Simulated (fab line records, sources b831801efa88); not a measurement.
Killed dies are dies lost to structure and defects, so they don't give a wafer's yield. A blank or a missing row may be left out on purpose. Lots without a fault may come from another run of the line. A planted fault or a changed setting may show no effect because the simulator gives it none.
Tool commonality check | flow gf180mcu | 13 lots, 39 wafers sampled

WHY IT WAS OPENED
At GF_STI_CD_MEAS_12 the reading cd_nm is flagged on 2 of 13 lots. Wafers without a fault read 220.0 nm, standard deviation 1.1.
Rule: a lot is flagged when every wafer of it that has a number lies more than 4 standard deviations from that mean, or none has a number. The other lots count as sound.

lot  | measured    | on        | cd_nm (nm), wafer by wafer | flag
L964 | day 2 01:13 | cd_sem-02 | 220.6 220.7 221.8          |
L965 | day 2 05:57 | cd_sem-01 | 220.2 221.2 219.3          |
L968 | day 2 22:34 | cd_sem-01 | 222.0 221.2 220.5          |
L970 | day 3 07:36 | cd_sem-01 | 218.1 218.7 217.8          |
L971 | day 3 14:04 | cd_sem-01 | 221.5 220.9 221.2          |
L973 | day 3 23:01 | cd_sem-02 | 207.8 206.9 207.3          | FLAGGED
L976 | day 4 14:38 | cd_sem-01 | 205.6 205.4 204.8          | FLAGGED
L981 | day 5 17:00 | cd_sem-02 | 220.1 219.4 219.8          |
L982 | day 5 22:25 | cd_sem-02 | 219.4 220.9 219.7          |
L984 | day 6 08:01 | cd_sem-02 | 221.1 220.3 221.7          |
L985 | day 6 13:38 | cd_sem-02 | 219.1 219.1 219.2          |
L986 | day 6 19:05 | cd_sem-01 | 219.3 219.2 220.0          |
L987 | day 7 00:25 | cd_sem-01 | 219.4 218.6 219.8          |
The numbers of the flagged lots are 206.3 nm on average: -13.7 nm against the usual, or -12 standard deviations.

WHICH TOOL RAN EACH LOT
The record holds 1 process step before the reading, out of a route of 602 steps. In each cell: the tool, then ch and the chambers that the sampled wafers went through, then the start.
lot  | flag    | GF_STI_SOFTBAKE_08
L964 |         | litho_track-04 ch 0, day 1 19:25
L965 |         | litho_track-04 ch 0, day 1 23:58
L968 |         | litho_track-04 ch 0, day 2 15:43
L970 |         | litho_track-01 ch 0, day 3 01:39
L971 |         | litho_track-04 ch 0, day 3 07:40
L973 | FLAGGED | litho_track-04 ch 0, day 3 16:43
L976 | FLAGGED | litho_track-04 ch 0, day 4 07:37
L981 |         | litho_track-03 ch 0, day 5 09:40
L982 |         | litho_track-03 ch 0, day 5 15:25
L984 |         | litho_track-03 ch 0, day 6 00:32
L985 |         | litho_track-03 ch 0, day 6 06:37
L986 |         | litho_track-01 ch 0, day 6 11:39
L987 |         | litho_track-01 ch 0, day 6 16:46
What these steps do:
- GF_STI_SOFTBAKE_08: time 60 s.
- GF_STI_CD_MEAS_12: target cd 220 nm.

FLAGGED OVER TOTAL, TOOL BY TOOL (the gauges that took the reading come last)
step               | tool           | lots run | flagged | share of the flagged lots | sound lots run after its first flagged lot
GF_STI_SOFTBAKE_08 | litho_track-01 | 3        | 0       | none                      | -
GF_STI_SOFTBAKE_08 | litho_track-03 | 4        | 0       | none                      | -
GF_STI_SOFTBAKE_08 | litho_track-04 | 6        | 2       | all                       | 0
GF_STI_CD_MEAS_12  | cd_sem-01      | 7        | 1       | some                      | 2 (L986,L987)
GF_STI_CD_MEAS_12  | cd_sem-02      | 6        | 1       | some                      | 4 (L981,L982,L984,L985)

WHAT THE TABLE ALLOWS
1 row of the table ran every flagged lot: litho_track-04 at GF_STI_SOFTBAKE_08.
- litho_track-04 at GF_STI_SOFTBAKE_08: 2 of its 6 lots flagged. Its last sound lot is L971 (day 3 07:40), its first flagged lot L973 (day 3 16:43): a fault that began between those two fits. Its own readings lie more than 4 standard deviations out on every wafer of the flagged lots: heater_power_total_W, plate_temp_C.
One tool is left: litho_track-04 at GF_STI_SOFTBAKE_08.

WHAT THE SIMULATOR HAD PUT IN
Process parameter drift: litho_track-04, from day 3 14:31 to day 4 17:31, at GF_STI_SOFTBAKE_08. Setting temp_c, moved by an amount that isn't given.
Lots struck among those shown: L973, L976. The rule above found the same.
